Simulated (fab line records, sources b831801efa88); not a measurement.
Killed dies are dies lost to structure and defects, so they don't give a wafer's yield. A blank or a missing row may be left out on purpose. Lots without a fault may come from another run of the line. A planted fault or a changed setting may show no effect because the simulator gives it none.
Problem report in the 8D (eight disciplines) form, filled by code | flow sky130 | the parts of the form that need people (team, actions taken, sign-off) are left out

1. THE PROBLEM
strip_time_to_endpoint_s at SKY_FIELD_ISO_STRIP_16 reads a mean of 4.216 s on 3 wafers of 2 lots; wafers without a fault read 3.594 s with a standard deviation of 0.029. That is +21 standard deviations from the usual mean.
The step: strips in O2/N2.
First seen on wafer L364.2, day 5 10:32, on plasma_asher-02. The record holds 39 wafers of 13 lots with a number at this step. Rule for "out", or "out of limits": more than 4 standard deviations from the usual mean. The other wafers with a number count as sound.

2. WHAT IT IS AND WHAT IT IS NOT
question                    | is                       | is not
which readings at this step | strip_time_to_endpoint_s | drypump_motor_current_A, o2_flow_sccm
which lots                  | L364, L368               | L349, L350, L351, L355, L357, L358, L359, L362, L363, L366, L367
which wafers of those lots  | L364.2, L364.6, L368.6   | L364.3, L368.1, L368.3
read on which tools         | plasma_asher-02          | plasma_asher-03, plasma_asher-04
when                        | from day 5 10:32         | up to then (28 sound wafers); but 8 sound wafers of L366, L367, L368 came after

3. SUSPECTS, AND WHAT RULES EACH OUT
Counting: a tool at a process step up to the reading stays a suspect if it ran every lot that is out. Sound lots after the first of them don't rule it out here, since some wafers of a struck lot are sound.
- plasma_asher-02 at SKY_FIELD_ISO_STRIP_16 (strips in O2/N2): kept. It ran every lot that is out, first L364 (day 5 10:32); its last sound lot up to then is L363 (day 5 06:01). Its own readings are out on those wafers: strip_time_to_endpoint_s.
- Within plasma_asher-02 at SKY_FIELD_ISO_STRIP_16: the wafers that are out ran in chamber 1; their sound lot-mates ran in chamber 0.
Left after counting: plasma_asher-02 at SKY_FIELD_ISO_STRIP_16.

4. THE CAUSE (what the simulator had put in)
Process parameter drift: plasma_asher-02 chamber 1, from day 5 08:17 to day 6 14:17, at SKY_FIELD_ISO_STRIP_16. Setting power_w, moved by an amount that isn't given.
Counting left only this tool.

5. THE CHAIN OF EFFECTS, in route order
Each row: a reading whose mean over the struck wafers that have a number lies more than 3 standard deviations from the usual. Only readings for which the record gives a usual standard deviation are gone through. hours: the time from each lot's start at the first step in this table that gives one to its start at this step, as a median over the lots. sigmas: the change in usual standard deviations.
hours | step                   | reading                  | usual   | on struck wafers | change | sigmas
0     | SKY_FIELD_ISO_STRIP_16 | strip_time_to_endpoint_s | 3.594 s | 4.216            | +0.622 | +21
The process steps in it:
- SKY_FIELD_ISO_STRIP_16: strips in O2/N2.
Later measuring or inspecting steps at which every struck wafer that the step has a row for has a number for every such reading, and none has moved that far: SKY_FIELD_ISO_THK_MEAS_25, SKY_GATE_OXIDE_THK_MEAS_02.

6. WHAT WOULD HAVE CAUGHT IT SOONER
In this record the first reading out of limits was taken at day 5 10:32, 2 hours after the fault began at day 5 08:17.
